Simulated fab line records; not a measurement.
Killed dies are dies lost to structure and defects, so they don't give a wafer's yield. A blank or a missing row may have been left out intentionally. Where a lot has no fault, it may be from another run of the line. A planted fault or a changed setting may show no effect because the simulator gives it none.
Chamber matching -- flow gf180mcu -- cmp-02 running GF_V4_CMP_26: 4 sister chambers
The step polishes, stops on SiO2, t overpolish 15 s, target thk 0 nm. 20 wafers are shown with their chamber, then 10 later ones without.

WAFERS PAIRED WITH THEIR CHAMBERS
wafer,chamber,motorCurrentA (A),timeToEndpointS (s),overpolishRunS (s)
L524.2,2,12.7,84,14.993
L524.3,3,11.0,80,15.022
L524.4,1,12.9,86,15.001
L525.1,2,12.5,86,15.003
L525.2,3,10.3,83,14.999
L525.3,1,13.1,86,14.997
L528.1,1,13.2,84,14.999
L528.5,2,12.3,81,14.996
L528.6,3,11.2,81,15.005
L529.2,2,12.3,86,14.995
L529.3,1,13.2,88,15.008
L529.5,2,12.9,87,15.008
L530.3,2,12.0,82,14.989
L530.4,1,13.3,90,15.000
L530.6,0,10.7,82,15.017
L533.3,1,13.4,88,14.987
L533.5,3,11.0,84,15.013
L533.6,2,12.4,88,15.011
L534.1,1,13.6,84,15.004
L534.2,3,10.9,82,14.999

SIGNATURES, as means of the wafers listed above
reading,chamber 0,chamber 1,chamber 2,chamber 3,scatter within a chamber
motorCurrentA,10.700,13.243,12.443,10.880,0.283
timeToEndpointS,82.00,86.57,84.86,82.00,2.24
overpolishRunS,15.01700,14.99943,14.99929,15.00760,0.0081
Rule: a wafer lies at a distance from a chamber equal to the root of the sum of squares, over the readings, of (its reading less the chamber's mean, divided by the reading's scatter). The wafer belongs to the nearest chamber; if the next one is less than 2 further off, it can't be placed. The scatter: the root of (the sum of the squares of (reading less its chamber's mean) over the shown wafers, divided by (wafers less chambers)).

WAFERS MISSING THEIR CHAMBER
wafer,motorCurrentA (A),timeToEndpointS (s),overpolishRunS (s)
L534.4,12.5,84,15.011
L539.2,11.9,92,14.993
L539.3,13.1,91,15.020
L539.6,13.1,89,15.002
L542.1,13.2,92,14.986
L542.2,11.0,85,15.001
L542.4,10.8,89,15.007
L545.1,10.9,92,15.010
L545.3,10.8,88,14.990
L545.6,11.3,92,15.011

WHICH CHAMBER EACH WENT THROUGH
wafer,from the rows above,in truth
L534.4,can't be placed: 2 or 1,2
L539.2,can't be placed: 2 or 1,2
L539.3,can't be placed: 1 or 2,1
L539.6,can't be placed: 1 or 2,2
L542.1,can't be placed: 1 or 2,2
L542.2,can't be placed: 3 or 0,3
L542.4,can't be placed: 3 or 0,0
L545.1,can't be placed: 3 or 0 or 2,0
L545.3,can't be placed: 3 or 0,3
L545.6,can't be placed: 3 or 0 or 2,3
Placed correctly: 0 of 10. From these rows, 10 cannot be placed; in 10 the true chamber is one of the candidates. Placed wrongly: 0.
